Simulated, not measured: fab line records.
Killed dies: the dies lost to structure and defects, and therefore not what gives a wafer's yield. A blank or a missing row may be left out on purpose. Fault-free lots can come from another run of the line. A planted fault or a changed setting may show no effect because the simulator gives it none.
Chamber matching | flow gf180mcu | pecvd-04 running GF_PASSIVATION_CVD_02: 3 sister chambers
The step deposits Si3N4, target thk 700 nm, time 486.18 s. 6 wafers are shown with their chamber, then 7 later ones without.

== WAFERS PAIRED WITH THEIR CHAMBERS ==
wafer  | chamber | heater power outer w (W) | heater power w (W)
L080.4 | 1       | 416                      | 712
L080.6 | 2       | 418                      | 776
L083.4 | 1       | 327                      | 555
L083.5 | 0       | 440                      | 718
L085.1 | 2       | 357                      | 688
L085.2 | 0       | 479                      | 768

== WAFERS WHOSE CHAMBER IS MISSING ==
wafer  | heater power outer w (W) | heater power w (W)
L085.4 | 370                      | 630
L094.1 | 406                      | 692
L094.4 | 400                      | 716
L094.5 | 437                      | 700
L095.2 | 445                      | 755
L095.4 | 398                      | 669
L095.5 | 474                      | 743

== THE CHAMBER EACH PASSED THROUGH ==
wafer  | from the rows above          | in truth
L085.4 | can't be placed: 1 or 2      | 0
L094.1 | can't be placed: 2 or 1 or 0 | 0
L094.4 | can't be placed: 2 or 1 or 0 | 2
L094.5 | can't be placed: 0 or 2 or 1 | 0
L095.2 | can't be placed: 0 or 2 or 1 | 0
L095.4 | can't be placed: 1 or 2 or 0 | 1
L095.5 | can't be placed: 0 or 2      | 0
0 of 7 placed correctly. From these rows, 7 cannot be placed; in 6 the true chamber is one of the candidates. Number placed wrongly: 0.
How it was worked out, from the rows above alone: a wafer's distance from a chamber is the root of the sum, over the readings, of the square of ((its reading less the chamber's mean) divided by the reading's scatter). The wafer belongs to the nearest chamber; if the next one is less than 2 further off, it can't be placed. For every chamber, the mean is computed from those of its wafers that are shown. The scatter: the root of (the sum of the squares of (reading less its chamber's mean) over the shown wafers, divided by (wafers less chambers)).
